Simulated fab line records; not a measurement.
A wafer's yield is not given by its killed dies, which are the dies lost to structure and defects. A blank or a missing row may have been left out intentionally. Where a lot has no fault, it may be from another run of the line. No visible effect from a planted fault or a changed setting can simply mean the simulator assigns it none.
fab line records ; flow sky130
record lots=13; wafers=39; last-day=50
route steps=708 shown SONOS_TUNNEL@166 SONOS_ONO@173 GATE_OXIDE@200 POLY_GATE@205 PAD_OPEN@708
lots untouched by any fault: they come from a run of this same line in which no faults occurred
start-h: hours from the record's opening day to when the first of the lot's shown wafers began ; wait-h: time in hours since the lot's previous step ; " identical to the entry in the row above ; L1.1+2: a single row standing in for several wafers ; - no value, or no start given ; * or withheld: withheld ; < > ~ a bound
route shown NAME@n: NAME is a module with steps in the file, n the number in the route of the first one ; usual: the fault-free wafers' mean and standard deviation ; same: alike in all rows ; chamber/n: place in a boat ; sites: each site's reading ; _std_site: their standard deviation ; _edge_site: mean of outer sites minus mean of inner sites ; radius-mm: how far each site lies from the wafer's centre ; mask NAME#n: copy n ; behind: the most recent tool/chamber to have shaped the wafer ; hold: cause of the lot's hold/its duration in hours/its outcome ; device: which transistor (n, p or np) failed to switch ; end of line: at the end of the route, the tests of the same wafers ; step lacking rows: just its recipe ; killed: count of dies lost to structure and defects at first sort (not the wafer's yield) ; map: dies across one wafer; x = killed, . = not, _ = none there
set.NAME: the run value of the setting; set.NAME@STEP: its run value at that earlier step ; model.NAME: the simulator's own value behind a step, which no gauge read
the route's steps for a sample of lots (tables are steps, rows are wafers)
services: the hour from which a tool's chamber was out of use, counted from the record's first day as start-h (under 0 if before that day), plus the number of hours and why
## steps
# step SKY_SONOS_TUNNEL_TW_MEAS_12
# usual SONOS_TUNNEL_TW=199.0/1
lot.wafer;tool;chamber;start-h;wait-h;SONOS_TUNNEL_TW
L606.1;film-metro-04;-;250.76;0.0;200.2
L606.3;film-metro-04;-;250.76;0.0;201.0
L606.5;film-metro-04;-;250.76;0.0;200.0
L609.1;film-metro-01;-;268.47;0.0;198.2
L609.4;film-metro-01;-;268.47;0.0;198.4
L609.5;film-metro-01;-;268.47;0.0;197.7
L610.1;film-metro-03;-;282.78;0.0;199.6
L610.2;film-metro-03;-;282.78;0.0;198.5
L610.3;film-metro-03;-;282.78;0.0;199.8
L611.2;film-metro-01;-;286.63;0.0;198.1
L611.5;film-metro-01;-;286.63;0.0;197.2
L611.6;film-metro-01;-;286.63;0.0;196.8
L612.2;film-metro-01;-;291.93;0.0;198.0
L612.3;film-metro-01;-;291.93;0.0;198.4
L612.5;film-metro-01;-;291.93;0.0;199.3
L613.1;film-metro-03;-;295.05;0.0;197.5
L613.2;film-metro-03;-;295.05;0.0;197.7
L613.4;film-metro-03;-;295.05;0.0;198.3
L616.3;film-metro-01;-;326.92;0.0;198.2
L616.5;film-metro-01;-;326.92;0.0;199.2
L616.6;film-metro-01;-;326.92;0.0;198.3
L618.3;film-metro-01;-;344.69;0.0;198.7
L618.5;film-metro-01;-;344.69;0.0;197.8
L618.6;film-metro-01;-;344.69;0.0;198.9
L625.3;film-metro-04;-;391.26;0.0;199.9
L625.4;film-metro-04;-;391.26;0.0;200.7
L625.5;film-metro-04;-;391.26;0.0;200.8
L626.1;film-metro-01;-;412.17;0.0;198.6
L626.2;film-metro-01;-;412.17;0.0;199.2
L626.5;film-metro-01;-;412.17;0.0;198.5
L627.1;film-metro-01;-;431.72;0.0;198.0
L627.2;film-metro-01;-;431.72;0.0;198.2
L627.3;film-metro-01;-;431.72;0.0;198.7
L629.2;film-metro-04;-;445.43;0.0;199.3
L629.3;film-metro-04;-;445.43;0.0;200.2
L629.6;film-metro-04;-;445.43;0.0;199.3
L628.3;film-metro-01;-;446.54;0.0;199.0
L628.5;film-metro-01;-;446.54;0.0;199.4
L628.6;film-metro-01;-;446.54;0.0;198.1
# step SKY_SONOS_ONO_THK_MEAS_05
# recipe reads=SiO2_of_SONOS_ONO_CVD_04
# usual SONOS_ONO_CVD_04_THK=5.79/0.096
lot.wafer;tool;chamber;start-h;wait-h;SONOS_ONO_CVD_04_THK[nm]
L606.1;film-metro-03;-;257.08;0.0;5.68
L606.3;film-metro-03;-;257.08;0.0;5.69
L606.5;film-metro-03;-;257.08;0.0;5.64
L609.1;film-metro-03;-;273.67;0.0;5.68
L609.4;film-metro-03;-;273.67;0.0;5.86
L609.5;film-metro-03;-;273.67;0.0;5.76
L610.1;film-metro-03;-;288.00;0.0;5.71
L610.2;film-metro-03;-;288.00;0.0;5.74
L610.3;film-metro-03;-;288.00;0.0;5.74
L611.2;film-metro-03;-;292.45;0.0;5.99
L611.5;film-metro-03;-;292.45;0.0;5.89
L611.6;film-metro-03;-;292.45;0.0;5.85
L612.2;film-metro-03;-;297.57;0.0;5.79
L612.3;film-metro-03;-;297.57;0.0;5.71
L612.5;film-metro-03;-;297.57;0.0;5.78
L613.1;film-metro-03;-;303.54;0.0;5.63
L613.2;film-metro-03;-;303.54;0.0;5.82
L613.4;film-metro-03;-;303.54;0.0;5.80
L616.3;film-metro-03;-;333.04;0.0;5.96
L616.5;film-metro-03;-;333.04;0.0;5.91
L616.6;film-metro-03;-;333.04;0.0;5.88
L618.3;film-metro-02;-;349.10;0.0;5.79
L618.5;film-metro-02;-;349.10;0.0;5.85
L618.6;film-metro-02;-;349.10;0.0;5.79
L625.3;film-metro-03;-;399.05;0.0;5.81
L625.4;film-metro-03;-;399.05;0.0;5.90
L625.5;film-metro-03;-;399.05;0.0;5.80
L626.1;film-metro-03;-;420.41;0.0;5.94
L626.2;film-metro-03;-;420.41;0.0;5.88
L626.5;film-metro-03;-;420.41;0.0;5.86
L627.1;film-metro-02;-;438.29;0.0;5.84
L627.2;film-metro-02;-;438.29;0.0;5.93
L627.3;film-metro-02;-;438.29;0.0;5.87
L629.2;film-metro-03;-;449.89;0.0;5.79
L629.3;film-metro-03;-;449.89;0.0;5.80
L629.6;film-metro-03;-;449.89;0.0;5.87
L628.3;film-metro-03;-;451.78;0.0;5.82
L628.5;film-metro-03;-;451.78;0.0;5.72
L628.6;film-metro-03;-;451.78;0.0;5.81
# step SKY_GATE_OXIDE_STRIP_13
# recipe chemistry=O2/N2; power-w=1400; pressure-mtorr=1500; platen-temp-c=withheld; o2-flow-sccm=3000; n2-flow-sccm=300; overash-fraction=0.5
# usual drypump-motor-current-A=5.77/0.11; oes-product-au=0.715/0.0046; strip-time-to-endpoint-s=14.20/0.04
lot.wafer;tool;chamber;start-h;wait-h;drypump-motor-current-A;oes-product-au;rf-hours-counter-h;strip-time-to-endpoint-s
L606.1;plasma-asher-02;1;308.91;0.0;5.88;0.714;63;14.20
L606.3;plasma-asher-02;0;308.91;0.0;5.66;0.706;-;14.19
L606.5;plasma-asher-02;0;308.91;0.0;5.69;0.708;-;14.22
L609.1;plasma-asher-01;0;327.89;0.0;5.67;0.707;64;14.11
L609.4;plasma-asher-01;0;327.89;0.0;5.65;0.720;-;14.16
L609.5;plasma-asher-01;1;327.89;0.0;5.76;0.714;-;14.21
L610.1;plasma-asher-02;0;341.68;0.0;5.69;0.718;66;14.21
L610.2;plasma-asher-02;1;341.68;0.0;5.86;0.706;66;14.22
L610.3;plasma-asher-02;0;341.68;0.0;5.68;0.723;-;14.23
L611.2;plasma-asher-04;1;347.74;0.0;5.91;0.713;22;14.21
L611.5;plasma-asher-04;1;347.74;0.0;5.90;0.719;-;14.17
L611.6;plasma-asher-04;0;347.74;0.0;5.94;0.717;-;14.14
L612.2;plasma-asher-01;0;352.04;0.0;5.68;0.708;66;14.24
L612.3;plasma-asher-01;1;352.04;0.0;5.68;0.727;-;14.25
L612.5;plasma-asher-01;1;352.04;0.0;5.71;0.716;-;14.28
L613.1;plasma-asher-01;1;361.96;0.0;5.71;0.711;67;14.25
L613.2;plasma-asher-01;0;361.96;0.0;5.60;0.718;67;14.22
L613.4;plasma-asher-01;0;361.96;0.0;5.62;0.709;-;14.23
L616.3;plasma-asher-01;0;390.43;0.0;5.62;0.720;-;14.21
L616.5;plasma-asher-01;1;390.43;0.0;5.73;0.720;-;14.23
L616.6;plasma-asher-01;0;390.43;0.0;5.63;0.711;-;14.20
L618.3;plasma-asher-02;0;408.46;0.0;5.68;0.954;-;-
L618.5;plasma-asher-02;0;408.46;0.0;5.70;0.949;-;-
L618.6;plasma-asher-02;1;408.46;0.0;5.87;0.944;-;-
L625.3;plasma-asher-01;1;462.82;0.0;5.73;0.713;-;14.16
L625.4;plasma-asher-01;0;462.82;0.0;5.64;0.718;-;14.20
L625.5;plasma-asher-01;0;462.82;0.0;5.63;0.710;-;14.20
L626.1;plasma-asher-04;0;483.04;0.0;5.91;0.717;35;14.16
L626.2;plasma-asher-04;1;483.04;0.0;5.94;0.714;35;14.16
L626.5;plasma-asher-04;0;483.04;0.0;5.90;0.706;-;14.18
L627.1;plasma-asher-04;1;501.74;0.0;5.92;0.718;37;14.19
L627.2;plasma-asher-04;0;501.74;0.0;5.93;0.718;37;14.20
L627.3;plasma-asher-04;0;501.74;0.0;5.93;0.712;-;14.16
L629.2;plasma-asher-02;1;512.44;0.0;5.89;0.721;84;14.22
L629.3;plasma-asher-02;1;512.44;0.0;5.90;0.716;-;14.22
L629.6;plasma-asher-02;1;512.44;0.0;5.88;0.721;-;14.24
L628.3;plasma-asher-02;0;514.11;0.0;5.68;0.715;-;14.13
L628.5;plasma-asher-02;0;514.11;0.0;5.68;0.715;-;14.15
L628.6;plasma-asher-02;1;514.11;0.0;5.90;0.714;-;14.10
# step SKY_POLY_GATE_THK_MEAS_01
# recipe reads=poly-Si_of_POLY_GATE_CVD_00
# usual POLY_GATE_CVD_00_THK=180.0/1.7
lot.wafer;tool;chamber;start-h;wait-h;POLY_GATE_CVD_00_THK[nm]
L606.1;film-metro-02;-;311.91;0.0;180.4
L606.3;film-metro-02;-;311.91;0.0;179.1
L606.5;film-metro-02;-;311.91;0.0;180.2
L609.1;film-metro-02;-;333.07;0.0;181.1
L609.4;film-metro-02;-;333.07;0.0;181.8
L609.5;film-metro-02;-;333.07;0.0;180.1
L610.1;film-metro-01;-;345.17;0.0;179.5
L610.2;film-metro-01;-;345.17;0.0;178.9
L610.3;film-metro-01;-;345.17;0.0;179.3
L611.2;film-metro-02;-;350.78;0.0;179.7
L611.5;film-metro-02;-;350.78;0.0;179.0
L611.6;film-metro-02;-;350.78;0.0;179.8
L612.2;film-metro-01;-;355.34;0.0;181.1
L612.3;film-metro-01;-;355.34;0.0;181.1
L612.5;film-metro-01;-;355.34;0.0;181.1
L613.1;film-metro-03;-;364.95;0.0;179.5
L613.2;film-metro-03;-;364.95;0.0;180.3
L613.4;film-metro-03;-;364.95;0.0;179.3
L616.3;film-metro-01;-;394.38;0.0;179.7
L616.5;film-metro-01;-;394.38;0.0;179.3
L616.6;film-metro-01;-;394.38;0.0;178.2
L625.3;film-metro-01;-;465.75;0.0;181.3
L625.4;film-metro-01;-;465.75;0.0;181.8
L625.5;film-metro-01;-;465.75;0.0;178.9
L626.1;film-metro-01;-;486.05;0.0;179.3
L626.2;film-metro-01;-;486.05;0.0;181.5
L626.5;film-metro-01;-;486.05;0.0;180.9
L627.1;film-metro-01;-;504.68;0.0;180.0
L627.2;film-metro-01;-;504.68;0.0;180.2
L627.3;film-metro-01;-;504.68;0.0;178.2
L629.2;film-metro-01;-;515.63;0.0;179.7
L629.3;film-metro-01;-;515.63;0.0;179.9
L629.6;film-metro-01;-;515.63;0.0;178.8
L628.3;film-metro-03;-;517.77;0.0;182.0
L628.5;film-metro-03;-;517.77;0.0;182.2
L628.6;film-metro-03;-;517.77;0.0;182.7
# step SKY_PAD_OPEN_PROBE_99
# usual killed_at_M0_to_M3=43/7.7; killed_at_M4_up=2.9/1.9; killed-at-contacts=24/5.9; killed-at-front-end=16/5.1; killed-at-other=0.3/0.63; killed-dies=86/10; killed-on-rim=16/3.6; killed-open=47/7.6; killed-short=39/6.8
# same gross-dies=492; killed-at-back-side=0
lot.wafer;tool;chamber;start-h;wait-h;killed_at_M0_to_M3;killed_at_M4_up;killed-at-contacts;killed-at-front-end;killed-at-other;killed-dies;killed-on-rim;killed-open;killed-short
L606.1;prober-02;-;1073.20;0.1;53;2;18;19;0;92;15;47;45
L606.3;prober-02;-;1073.30;0.2;42;4;22;16;0;84;16;51;32
L606.5;prober-02;-;1073.40;0.2;35;2;18;27;0;82;13;40;42
L609.1;prober-02;-;1085.12;0.1;43;4;19;13;0;79;15;39;40
L609.4;prober-02;-;1085.27;0.2;39;0;13;15;0;67;10;40;27
L609.5;prober-02;-;1085.32;0.2;34;2;27;22;0;85;14;41;44
L610.1;prober-01;-;1101.54;0.1;47;2;25;25;0;99;18;54;45
L610.2;prober-01;-;1101.59;0.1;66;2;27;9;1;105;16;57;48
L610.3;prober-01;-;1101.64;0.2;50;2;17;11;0;80;17;41;39
L611.2;prober-02;-;1103.24;0.1;54;2;22;12;0;90;9;59;31
L611.5;prober-02;-;1103.39;0.2;50;0;18;16;3;87;20;48;37
L611.6;prober-02;-;1103.44;0.2;51;3;17;18;0;89;17;50;38
L612.2;prober-01;-;1103.85;0.1;57;0;30;19;0;106;21;56;49
L612.3;prober-01;-;1103.90;0.2;42;4;17;12;0;75;14;42;33
L612.5;prober-01;-;1104.00;0.2;45;1;20;14;0;80;12;46;34
L613.1;prober-02;-;1114.70;0.1;40;3;28;7;0;78;15;50;28
L613.2;prober-02;-;1114.75;0.1;28;0;27;20;0;75;12;36;39
L613.4;prober-02;-;1114.85;0.2;35;3;27;10;0;75;14;33;42
L616.3;prober-01;-;1134.99;0.2;46;2;21;20;0;89;15;49;40
L616.5;prober-01;-;1135.09;0.2;44;4;28;6;0;82;15;45;36
L616.6;prober-01;-;1135.14;0.2;37;3;33;15;0;88;15;47;40
L618.3;prober-01;-;1145.76;0.2;39;5;20;427;1;492;96;47;41
L618.5;prober-01;-;1145.86;0.2;41;3;17;431;0;492;96;39;40
L618.6;prober-01;-;1145.91;0.2;35;6;26;425;0;492;96;50;43
L625.3;prober-02;-;1171.13;0.2;51;2;20;12;0;85;14;53;31
L625.4;prober-02;-;1171.18;0.2;40;2;18;24;0;84;19;44;39
L625.5;prober-02;-;1171.23;0.2;36;3;20;28;0;87;8;47;39
L626.1;prober-01;-;1183.91;0.1;33;3;27;19;0;82;16;46;36
L626.2;prober-01;-;1183.96;0.1;42;6;11;14;0;73;16;41;32
L626.5;prober-01;-;1184.11;0.2;41;4;16;18;0;79;18;46;33
L627.1;prober-02;-;1194.30;0.1;50;3;21;20;1;95;16;55;40
L627.2;prober-02;-;1194.35;0.1;47;2;22;16;0;87;14;47;39
L627.3;prober-02;-;1194.40;0.2;38;2;24;16;0;80;16;35;45
L629.2;prober-01;-;1198.62;0.1;44;3;24;15;0;86;18;51;32
L629.3;prober-01;-;1198.67;0.2;56;0;16;9;0;81;8;51;29
L629.6;prober-01;-;1198.82;0.2;44;1;30;17;0;92;18;48;42
L628.3;prober-02;-;1203.16;0.2;39;4;19;18;0;80;17;35;45
L628.5;prober-02;-;1203.26;0.2;33;4;25;23;0;85;16;38;47
L628.6;prober-02;-;1203.31;0.2;31;3;25;22;0;81;23;46;35
# killed by level:class
L606.1 CONTACT:geometric-particle:open=9 VIA2:geometric-particle:open=9 METAL1:geometric-particle:short=8 METAL2:geometric-particle:short=8 POLY_GATE:geometric-particle:open=7 VIA1:geometric-particle:short=7 POLY_GATE:geometric-particle:short=6 VIA3:geometric-particle:open=6
L606.3 VIA1:geometric-particle:open=12 CONTACT:geometric-particle:open=9 LI_CONTACT:geometric-particle:open=8 POLY_GATE:geometric-particle:short=6 POLY_GATE:geometric-particle:open=6 VIA2:geometric-particle:open=6 VIA3:geometric-particle:open=6 METAL3:geometric-particle:short=4
L606.5 POLY_GATE:geometric-particle:short=10 VIA2:geometric-particle:open=7 CONTACT:geometric-particle:open=6 VIA3:geometric-particle:open=6 FIELD_ISO:geometric-particle:short=5 VIA1:geometric-particle:open=5 LI_CONTACT:geometric-particle:open=4 LOCAL_INTERCONNECT:geometric-particle:short=4
L609.1 VIA1:geometric-particle:open=13 LI_CONTACT:geometric-particle:short=6 FIELD_ISO:geometric-particle:open=5 VIA3:geometric-particle:short=5 CONTACT:geometric-particle:open=5 METAL2:geometric-particle:short=5 CONTACT:geometric-particle:short=4 VIA2:geometric-particle:open=4
L609.4 VIA1:geometric-particle:open=8 VIA3:geometric-particle:open=6 LI_CONTACT:geometric-particle:open=6 FIELD_ISO:geometric-particle:open=5 METAL1:geometric-particle:short=5 METAL2:geometric-particle:short=5 VIA2:geometric-particle:open=4 CONTACT:geometric-particle:open=4
L609.5 FIELD_ISO:geometric-particle:open=9 LI_CONTACT:geometric-particle:open=7 CONTACT:geometric-particle:open=7 METAL2:geometric-particle:short=7 LI_CONTACT:geometric-particle:short=6 METAL1:geometric-particle:short=6 VIA3:geometric-particle:open=6 CONTACT:geometric-particle:short=4
L610.1 VIA3:geometric-particle:open=9 FIELD_ISO:geometric-particle:open=8 VIA1:geometric-particle:open=8 CONTACT:geometric-particle:open=8 POLY_GATE:geometric-particle:short=6 CONTACT:geometric-particle:short=6 VIA2:geometric-particle:open=6 LI_CONTACT:geometric-particle:open=5
L610.2 VIA1:geometric-particle:open=19 VIA2:geometric-particle:open=11 CONTACT:geometric-particle:short=10 CONTACT:geometric-particle:open=8 METAL1:geometric-particle:short=6 VIA3:geometric-particle:open=6 VIA1:geometric-particle:short=5 METAL1:geometric-particle:open=4
L610.3 VIA1:geometric-particle:open=16 VIA3:geometric-particle:open=8 VIA2:geometric-particle:open=7 LOCAL_INTERCONNECT:geometric-particle:short=5 VIA1:geometric-particle:short=5 METAL2:geometric-particle:short=4 CONTACT:geometric-particle:short=4 METAL1:geometric-particle:short=4
L611.2 VIA1:geometric-particle:open=17 CONTACT:geometric-particle:open=12 VIA3:geometric-particle:open=10 LI_CONTACT:geometric-particle:open=6 METAL2:geometric-particle:short=5 VIA2:geometric-particle:open=5 FIELD_ISO:geometric-particle:open=3 METAL1:geometric-particle:short=3
L611.5 VIA3:geometric-particle:open=12 VIA1:geometric-particle:open=10 CONTACT:geometric-particle:short=6 METAL1:geometric-particle:short=6 FIELD_ISO:geometric-particle:short=5 LI_CONTACT:geometric-particle:open=5 CONTACT:geometric-particle:open=5 VIA1:geometric-particle:short=5
L611.6 VIA1:geometric-particle:open=18 VIA2:geometric-particle:open=7 FIELD_ISO:geometric-particle:open=6 LI_CONTACT:geometric-particle:open=6 VIA3:geometric-particle:short=6 VIA1:geometric-particle:short=6 FIELD_ISO:geometric-particle:short=4 CONTACT:geometric-particle:short=4
L612.2 VIA1:geometric-particle:open=17 CONTACT:geometric-particle:open=14 METAL2:geometric-particle:short=8 FIELD_ISO:geometric-particle:short=7 VIA2:geometric-particle:open=7 CONTACT:geometric-particle:short=7 LOCAL_INTERCONNECT:geometric-particle:short=6 POLY_GATE:geometric-particle:open=4
L612.3 VIA2:geometric-particle:open=10 VIA1:geometric-particle:open=9 CONTACT:geometric-particle:open=7 METAL1:geometric-particle:short=7 CONTACT:geometric-particle:short=4 FIELD_ISO:geometric-particle:short=3 LI_CONTACT:geometric-particle:open=3 POLY_GATE:geometric-particle:open=3
L612.5 VIA1:geometric-particle:open=12 METAL1:geometric-particle:short=8 CONTACT:geometric-particle:open=7 FIELD_ISO:geometric-particle:open=6 CONTACT:geometric-particle:short=5 VIA3:geometric-particle:open=5 LI_CONTACT:geometric-particle:open=4 LOCAL_INTERCONNECT:geometric-particle:short=4
L613.1 CONTACT:geometric-particle:open=13 VIA1:geometric-particle:open=11 LI_CONTACT:geometric-particle:open=8 METAL1:geometric-particle:short=6 VIA3:geometric-particle:open=6 CONTACT:geometric-particle:short=4 METAL2:geometric-particle:short=4 POLY_GATE:geometric-particle:open=3
L613.2 CONTACT:geometric-particle:short=10 LI_CONTACT:geometric-particle:open=7 VIA1:geometric-particle:open=6 POLY_GATE:geometric-particle:short=5 METAL1:geometric-particle:short=5 FIELD_ISO:geometric-particle:short=4 VIA1:geometric-particle:short=4 CONTACT:geometric-particle:open=4
L613.4 LOCAL_INTERCONNECT:geometric-particle:short=9 CONTACT:geometric-particle:open=9 VIA1:geometric-particle:open=7 VIA3:geometric-particle:open=5 METAL1:geometric-particle:short=5 VIA3:geometric-particle:short=5 METAL2:geometric-particle:short=4 FIELD_ISO:geometric-particle:open=3
L616.3 VIA1:geometric-particle:open=9 CONTACT:geometric-particle:open=8 METAL2:geometric-particle:short=8 VIA3:geometric-particle:short=7 VIA3:geometric-particle:open=7 POLY_GATE:geometric-particle:open=6 VIA2:geometric-particle:open=5 FIELD_ISO:geometric-particle:open=4
L616.5 VIA1:geometric-particle:open=10 LI_CONTACT:geometric-particle:open=7 VIA3:geometric-particle:open=6 CONTACT:geometric-particle:open=6 CONTACT:geometric-particle:short=6 LOCAL_INTERCONNECT:geometric-particle:short=5 VIA2:geometric-particle:open=5 VIA1:geometric-particle:short=4
L616.6 VIA1:geometric-particle:open=11 CONTACT:geometric-particle:open=11 LOCAL_INTERCONNECT:geometric-particle:short=8 LI_CONTACT:geometric-particle:open=7 METAL2:geometric-particle:short=6 POLY_GATE:geometric-particle:open=5 CONTACT:geometric-particle:short=4 VIA2:geometric-particle:open=4
L618.3 GATE_OXIDE:area-oxidation=402 VIA2:geometric-particle:open=7 CONTACT:geometric-particle:open=7 FIELD_ISO:geometric-particle:open=6 POLY_GATE:geometric-particle:short=6 METAL1:geometric-particle:short=6 FIELD_ISO:geometric-particle:short=5 LI_CONTACT:geometric-particle:open=5
L618.5 GATE_OXIDE:area-oxidation=413 VIA1:geometric-particle:open=11 METAL1:geometric-particle:short=7 VIA3:geometric-particle:open=7 FIELD_ISO:geometric-particle:short=6 FIELD_ISO:geometric-particle:open=5 CONTACT:geometric-particle:short=5 POLY_GATE:geometric-particle:short=4
L618.6 GATE_OXIDE:area-oxidation=399 CONTACT:geometric-particle:open=15 FIELD_ISO:geometric-particle:short=8 POLY_GATE:geometric-particle:short=7 VIA3:geometric-particle:open=7 LI_CONTACT:geometric-particle:open=5 VIA2:geometric-particle:open=5 VIA1:geometric-particle:open=5
L625.3 VIA1:geometric-particle:open=12 VIA2:geometric-particle:open=10 CONTACT:geometric-particle:open=8 VIA3:geometric-particle:open=7 LI_CONTACT:geometric-particle:open=6 FIELD_ISO:geometric-particle:open=5 METAL1:geometric-particle:short=5 FIELD_ISO:geometric-particle:short=4
L625.4 VIA1:geometric-particle:open=8 VIA2:geometric-particle:open=7 FIELD_ISO:geometric-particle:short=6 FIELD_ISO:geometric-particle:open=6 CONTACT:geometric-particle:open=5 VIA2:geometric-particle:short=5 LI_CONTACT:geometric-particle:open=4 LOCAL_INTERCONNECT:geometric-particle:short=4
L625.5 VIA1:geometric-particle:open=11 FIELD_ISO:geometric-particle:open=8 VIA3:geometric-particle:open=7 FIELD_ISO:geometric-particle:short=6 CONTACT:geometric-particle:short=5 LOCAL_INTERCONNECT:geometric-particle:short=5 CONTACT:geometric-particle:open=5 POLY_GATE:geometric-particle:short=4
L626.1 VIA1:geometric-particle:open=10 CONTACT:geometric-particle:open=9 LI_CONTACT:geometric-particle:open=8 METAL1:geometric-particle:short=6 POLY_GATE:geometric-particle:open=5 CONTACT:geometric-particle:short=5 FIELD_ISO:geometric-particle:open=4 LOCAL_INTERCONNECT:geometric-particle:short=4
L626.2 VIA1:geometric-particle:open=12 FIELD_ISO:geometric-particle:open=6 CONTACT:geometric-particle:open=5 VIA2:geometric-particle:open=5 POLY_GATE:geometric-particle:short=4 METAL1:geometric-particle:short=4 VIA1:geometric-particle:short=4 VIA3:geometric-particle:open=4
L626.5 VIA1:geometric-particle:open=10 CONTACT:geometric-particle:open=7 METAL2:geometric-particle:short=7 VIA2:geometric-particle:open=6 METAL1:geometric-particle:short=6 FIELD_ISO:geometric-particle:short=5 POLY_GATE:geometric-particle:open=4 LI_CONTACT:geometric-particle:open=4
L627.1 VIA1:geometric-particle:open=12 POLY_GATE:geometric-particle:open=8 VIA2:geometric-particle:open=8 METAL2:geometric-particle:short=6 LI_CONTACT:geometric-particle:open=5 VIA3:geometric-particle:open=5 CONTACT:geometric-particle:short=5 POLY_GATE:geometric-particle:short=4
L627.2 VIA1:geometric-particle:open=11 VIA3:geometric-particle:open=6 VIA2:geometric-particle:open=6 LOCAL_INTERCONNECT:geometric-particle:short=5 CONTACT:geometric-particle:open=5 METAL1:geometric-particle:short=5 METAL2:geometric-particle:short=5 FIELD_ISO:geometric-particle:short=4
L627.3 METAL2:geometric-particle:short=10 CONTACT:geometric-particle:open=9 VIA1:geometric-particle:open=8 FIELD_ISO:geometric-particle:short=5 LI_CONTACT:geometric-particle:short=5 FIELD_ISO:geometric-particle:open=4 LI_CONTACT:geometric-particle:open=4 METAL1:geometric-particle:short=4
L629.2 CONTACT:geometric-particle:open=11 VIA1:geometric-particle:open=10 VIA2:geometric-particle:open=7 LI_CONTACT:geometric-particle:open=6 METAL2:geometric-particle:short=6 VIA1:geometric-particle:short=5 VIA2:geometric-particle:short=5 VIA3:geometric-particle:open=5
L629.3 VIA1:geometric-particle:open=16 VIA2:geometric-particle:open=8 METAL2:geometric-particle:short=7 CONTACT:geometric-particle:open=6 VIA3:geometric-particle:open=6 VIA1:geometric-particle:short=5 METAL2:geometric-particle:open=5 METAL3:geometric-particle:short=4
L629.6 CONTACT:geometric-particle:open=10 LI_CONTACT:geometric-particle:open=9 VIA2:geometric-particle:open=9 VIA1:geometric-particle:short=8 FIELD_ISO:geometric-particle:short=7 VIA1:geometric-particle:open=7 VIA2:geometric-particle:short=6 LI_CONTACT:geometric-particle:short=5
L628.3 VIA2:geometric-particle:short=6 CONTACT:geometric-particle:open=6 METAL1:geometric-particle:short=6 POLY_GATE:geometric-particle:open=5 VIA3:geometric-particle:open=5 POLY_GATE:geometric-particle:short=4 VIA1:geometric-particle:short=4 VIA1:geometric-particle:open=4
L628.5 CONTACT:geometric-particle:short=8 POLY_GATE:geometric-particle:short=7 CONTACT:geometric-particle:open=7 LI_CONTACT:geometric-particle:open=6 VIA2:geometric-particle:open=6 FIELD_ISO:geometric-particle:short=5 METAL1:geometric-particle:short=5 VIA1:geometric-particle:short=5
L628.6 VIA1:geometric-particle:open=8 FIELD_ISO:geometric-particle:short=7 LI_CONTACT:geometric-particle:open=7 POLY_GATE:geometric-particle:open=6 VIA2:geometric-particle:open=6 VIA3:geometric-particle:open=6 LI_CONTACT:geometric-particle:short=5 CONTACT:geometric-particle:open=4
## services
tool;chamber;start-h;hours;kind
plasma-asher-01;-;310.42;0.4;repair
plasma-asher-01;-;359.78;2.1;repair
plasma-asher-01;-;421.25;9.0;pm
plasma-asher-01;0;421.25;9.0;vent-cycle
plasma-asher-01;1;421.25;9.0;vent-cycle
plasma-asher-01;0;430.25;-;clean
plasma-asher-01;1;430.25;-;clean
## key
first-sign step=SKY_GATE_OXIDE_STRIP_13; reading=oes-product-au; direction=up; sigmas=51; usual=0.715; struck=0.949
effect step=SKY_PAD_OPEN_PROBE_99; reading=killed-at-front-end; direction=up; sigmas=81; usual=16; struck=428
more-kills-born-at SKY_GATE_OXIDE_OXIDATION_16@furnace-02=1214
met-at SKY_GATE_OXIDE_STRIP_13
struck-lots L618
later-rows-left-out L618.3,L618.5,L618.6
tester-left-out L618
not-acting-at SKY_SONOS_TUNNEL_TW_MEAS_12,SKY_SONOS_ONO_THK_MEAS_05,SKY_POLY_GATE_THK_MEAS_01
onset-between 341.68 408.46
fault kind=strip-aborted; tool=plasma-asher-02; chamber=-; onset-h=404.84; steps=SKY_GATE_OXIDE_STRIP_13; offset=0.51025; end-h=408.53
# tester-left-out: of these lots the tester's yield and bins aren't shown, on N5 and GAA mostly nor the transistor test; their killed dies are dies lost to structure and defects alone, not to doping, threshold or leakage, so they don't give the yield
# later-rows-left-out: the simulator's readings of these wafers behind a module that went badly wrong aren't trusted and aren't shown, but for the sort
